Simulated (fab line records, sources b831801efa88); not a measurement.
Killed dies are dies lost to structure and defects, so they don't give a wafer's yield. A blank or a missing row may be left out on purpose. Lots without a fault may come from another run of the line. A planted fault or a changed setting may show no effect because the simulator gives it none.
Chamber matching | flow sky130 | SKY_VIA3_CMP_02 on cmp-01: 4 sister chambers
The step polishes SiO2. 14 wafers are shown with their chamber, then 7 later ones without.

WAFERS WITH THEIR CHAMBER
wafer  | chamber | motor_current_A (A)
L910.2 | 1       | 11.5
L910.4 | 0       | 13.0
L910.5 | 2       | 10.5
L911.2 | 0       | 12.8
L911.3 | 3       | 10.4
L911.4 | 1       | 11.6
L913.1 | 0       | 13.1
L913.2 | 1       | 11.9
L913.5 | 1       | 11.6
L916.1 | 1       | 11.4
L916.4 | 3       | 10.4
L916.5 | 2       | 10.5
L917.2 | 3       | 10.3
L917.5 | 2       | 10.8

SIGNATURES (means of the wafers above)
reading         | chamber 0 | chamber 1 | chamber 2 | chamber 3 | scatter within a chamber
motor_current_A | 12.967    | 11.600    | 10.600    | 10.367    | 0.159
Rule: a wafer's distance from a chamber is the root of the sum, over the readings, of the square of ((its reading less the chamber's mean) divided by the reading's scatter). The wafer belongs to the nearest chamber; if the next one is less than 2 further off, it can't be placed. The scatter: the root of (the sum of the squares of (reading less its chamber's mean) over the shown wafers, divided by (wafers less chambers)).

WAFERS WITHOUT THEIR CHAMBER
wafer  | motor_current_A (A)
L917.6 | 10.3
L918.3 | 11.0
L918.5 | 11.4
L918.6 | 11.0
L919.1 | 10.2
L919.4 | 10.7
L919.6 | 11.9

WHICH CHAMBER EACH WENT THROUGH
wafer  | from the rows above          | in truth
L917.6 | can't be placed: 3 or 2      | 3
L918.3 | can't be placed: 2 or 1 or 3 | 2
L918.5 | 1                            | 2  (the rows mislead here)
L918.6 | can't be placed: 2 or 1 or 3 | 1
L919.1 | can't be placed: 3 or 2      | 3
L919.4 | can't be placed: 2 or 3      | 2
L919.6 | 1                            | 1
Placed correctly: 1 of 7. Can't be placed from these rows: 5 (the true chamber is among the candidates in 5). Placed wrongly: 1.
